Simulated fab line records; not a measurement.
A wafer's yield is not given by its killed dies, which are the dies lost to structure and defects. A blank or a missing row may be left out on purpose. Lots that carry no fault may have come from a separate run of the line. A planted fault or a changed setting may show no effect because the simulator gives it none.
Shared-tool check	flow gf180mcu	Sampled: 13 lots, 39 wafers

## WHY IT WAS OPENED
At GF_V4_RS_MEAS_24 the reading V4_W_RS is flagged on 2 of 13 lots. Wafers without a fault read 0.331 ohm/sq, standard deviation 0.0037.
Rule: a lot is flagged when every wafer of it that has a number lies more than 4 standard deviations from that mean, or none has a number. The other lots count as sound.

lot	measured	on	V4_W_RS (ohm/sq), wafer by wafer	flag
L765	day 25 03:26	film metro-01	0.330 0.328 0.333	
L767	day 25 17:50	film metro-03	0.328 0.330 0.325	
L769	day 26 08:40	film metro-03	0.329 0.333 0.332	
L768	day 26 10:59	film metro-01	0.329 0.327 0.329	
L770	day 27 01:43	film metro-02	0.335 0.334 0.331	
L774	day 28 02:04	film metro-01	0.326 0.326 0.330	
L776	day 28 21:06	film metro-01	0.328 0.322 0.332	
L781	day 29 23:01	film metro-01	0.325 0.329 0.327	
L780	day 30 00:11	film metro-01	0.308 0.309 0.310	FLAGGED
L782	day 30 08:29	film metro-03	0.311 0.309 0.316	FLAGGED
L783	day 30 16:27	film metro-03	0.336 0.334 0.335	
L784	day 31 02:58	film metro-01	0.329 0.329 0.330	
L785	day 31 05:47	film metro-01	0.326 0.327 0.333	
On average the flagged lots' numbers are 0.310 ohm/sq, which is -0.021 ohm/sq against the usual, or -6 standard deviations.

## TOOL THAT RAN EACH LOT
The record holds 2 process steps before the reading, out of a route of 602 steps. In each cell: the tool, then ch and the chambers that the sampled wafers went through, then the start.
lot	flag	GF_V4_CMP_04	GF_V4_CVD_23
L765		cmp-02 ch 1,2,3, day 24 03:40	cvd w-02 ch 0,1, day 25 03:19
L767		cmp-01 ch 0,1, day 24 19:42	cvd w-02 ch 0,1, day 25 17:44
L769		cmp-02 ch 2,3, day 25 11:02	cvd w-02 ch 0,1, day 26 08:33
L768		cmp-01 ch 0,1,3, day 25 12:23	cvd w-01 ch 1, day 26 10:52
L770		cmp-02 ch 1,3, day 26 03:37	cvd w-01 ch 0,1, day 27 01:37
L774		cmp-01 ch 0,1,2, day 27 04:55	cvd w-01 ch 0, day 28 01:54
L776		cmp-02 ch 0,1,3, day 28 00:41	cvd w-02 ch 0,1, day 28 20:58
L781		cmp-01 ch 1,2,3, day 29 03:25	cvd w-01 ch 0,1, day 29 22:54
L780	FLAGGED	cmp-01 ch 1,2,3, day 29 04:05	cvd w-02 ch 1, day 29 23:58
L782	FLAGGED	cmp-02 ch 2,3, day 29 12:42	cvd w-02 ch 0,1, day 30 08:21
L783		cmp-02 ch 0,1,2, day 29 21:16	cvd w-01 ch 0,1, day 30 16:19
L784		cmp-01 ch 1,2, day 30 07:42	cvd w-01 ch 0,1, day 31 02:50
L785		cmp-02 ch 2,3, day 30 10:14	cvd w-01 ch 0, day 31 05:39
What the steps here do:
- GF_V4_CMP_04: polishes SiO2.
- GF_V4_CVD_23: deposits W, target thk 350 nm, time 104.9 s.
- GF_V4_RS_MEAS_24: measures by four-point-probe.

## FLAGGED OVER TOTAL, TOOL BY TOOL (the gauges that took the reading come last)
step	tool	lots run	flagged	share of the flagged lots	sound lots run after its first flagged lot
GF_V4_CMP_04	cmp-01	6	1	some	1 (L784)
GF_V4_CMP_04	cmp-02	7	1	some	2 (L783,L785)
GF_V4_CVD_23	cvd w-01	7	0	none	-
GF_V4_CVD_23	cvd w-02	6	2	all	0
GF_V4_RS_MEAS_24	film metro-01	8	1	some	2 (L784,L785)
GF_V4_RS_MEAS_24	film metro-02	1	0	none	-
GF_V4_RS_MEAS_24	film metro-03	4	1	some	1 (L783)

## THE TABLE: WHAT IT ALLOWS
In the table, 1 row covers all flagged lots: cvd w-02 at GF_V4_CVD_23.
- cvd w-02 at GF_V4_CVD_23: 2 of its 6 lots flagged. Last sound lot L776 at day 28 20:58, first flagged lot L780 at day 29 23:58; a fault beginning in between fits. Its own readings (chamber pressure Torr) fall more than 4 standard deviations out on all wafers of the flagged lots.
Just one tool remains: cvd w-02 at GF_V4_CVD_23.

## WHAT HAD BEEN PUT IN BY THE SIMULATOR
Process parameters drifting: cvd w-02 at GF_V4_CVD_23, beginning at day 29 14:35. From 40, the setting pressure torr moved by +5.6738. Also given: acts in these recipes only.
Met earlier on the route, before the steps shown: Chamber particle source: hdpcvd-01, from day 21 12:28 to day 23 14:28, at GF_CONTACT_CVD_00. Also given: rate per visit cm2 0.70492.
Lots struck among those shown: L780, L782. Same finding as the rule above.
